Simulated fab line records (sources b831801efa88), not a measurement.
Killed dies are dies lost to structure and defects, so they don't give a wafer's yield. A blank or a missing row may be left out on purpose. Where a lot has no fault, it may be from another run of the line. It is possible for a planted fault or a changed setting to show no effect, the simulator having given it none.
8D (eight disciplines) problem report, filled in by code :: flow gf180mcu :: the parts of the form that need people (team, actions taken, sign-off) are left out

== 1. THE ISSUE ==
VT_IMPLANT_4_TW at GF_VT_IMPLANT_TW_MEAS_43 reads a mean of 30 on 3 wafers of 1 lot; wafers without a fault read 694 with a standard deviation of 8.5. That is -78 standard deviations from the usual mean.
First observed at day 12 23:49: wafer L361.1, on filmMetro-02. The record holds 33 wafers of 11 lots with a number at this step. Rule for "out" (also "out of limits"): further than 4 standard deviations from the usual mean. Any other wafer with a number is counted as sound.

== 2. WHAT IT IS AND WHAT IT IS NOT ==
question: which readings at this step
is: VT_IMPLANT_4_TW
is not: -

question: which lots
is: L361
is not: L341, L343, L347, L349, L351, L352, L353, L354, L357, L364

question: which wafers of those lots
is: all that have a number
is not: -

question: read on which gauges
is: filmMetro-02
is not: filmMetro-03, filmMetro-04

question: when
is: from day 12 23:49
is not: up to then (27 sound wafers); but 3 sound wafers of L364 came after

== 3. WHAT RULES OUT EACH SUSPECT ==
Counting: a tool at any process step up to the reading remains a suspect when it ran all the lots that are out and ran no sound lot after the first of those.
- ruled out: the gauge at GF_VT_IMPLANT_TW_MEAS_43. All the wafers that are out were read on filmMetro-02, but those of them that GF_VT_IMPLANT_STRIP_31 has rows for are out there too, on other tools.
- plasmaAsher-03 at GF_VT_IMPLANT_STRIP_31 (strips in O2/N2): kept. It ran the lot that is out, L361 (day 12 05:04), and no sound lot after that; its last sound lot up to then is L354 (day 10 09:19). Its own readings are out on those wafers: oesProductAu.
- plasmaAsher-02 at GF_VT_IMPLANT_STRIP_42 (strips in O2/N2): ruled out as a lasting fault. The sound lots L364 went through it after L361, its earliest lot that is out (day 12 23:43).
After counting, what remains is plasmaAsher-03 at GF_VT_IMPLANT_STRIP_31.

== 4. THE CAUSE (what the simulator had put in) ==
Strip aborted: plasmaAsher-03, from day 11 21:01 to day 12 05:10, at GF_VT_IMPLANT_STRIP_31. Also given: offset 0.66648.
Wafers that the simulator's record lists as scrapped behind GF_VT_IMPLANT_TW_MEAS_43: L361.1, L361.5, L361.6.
Counting left only this tool.

== 5. THE CHAIN OF EFFECTS, in route order ==
Each row: a reading whose mean over the struck wafers that have a number lies more than 3 standard deviations from the usual. Scope: only readings with a usual standard deviation given in the record; hours: median across lots of the time from each lot's start at the first step in this table that gives one to its start at this step; sigmas: change in usual standard deviations.
hours: 0
step: GF_VT_IMPLANT_STRIP_31
reading: oesProductAu
usual: 0.717 a.u.
on struck wafers: 0.936
change: +0.219
sigmas: +50

hours: 19
step: GF_VT_IMPLANT_STRIP_42
reading: stripTimeToEndpointS
usual: 12.65 s
on struck wafers: 18.77
change: +6.12
sigmas: +99 or more

hours: 19
step: GF_VT_IMPLANT_TW_MEAS_43
reading: VT_IMPLANT_4_TW
usual: 694
on struck wafers: 30
change: -664
sigmas: -78
The process steps in it:
- GF_VT_IMPLANT_STRIP_31: strips in O2/N2.
- GF_VT_IMPLANT_STRIP_42: strips in O2/N2.
Readings that are blank on the struck wafers while sound wafers have them: stripTimeToEndpointS at GF_VT_IMPLANT_STRIP_31.

== 6. WHAT WOULD HAVE CAUGHT IT SOONER ==
Counted from the fault's start at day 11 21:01, it took 27 hours until the first out-of-limits reading at a measuring or inspecting step in this record, taken at day 12 23:49.
At GF_VT_IMPLANT_STRIP_31, the tool's own readings (oesProductAu) were out on each struck wafer the step has a row for, so an alarm limit on them would have fired on the first such wafer.
By day 12 23:49, every lot that is out (1) had started GF_VT_IMPLANT_STRIP_31 on plasmaAsher-03. A hold on the tool at that time would have spared none of them.
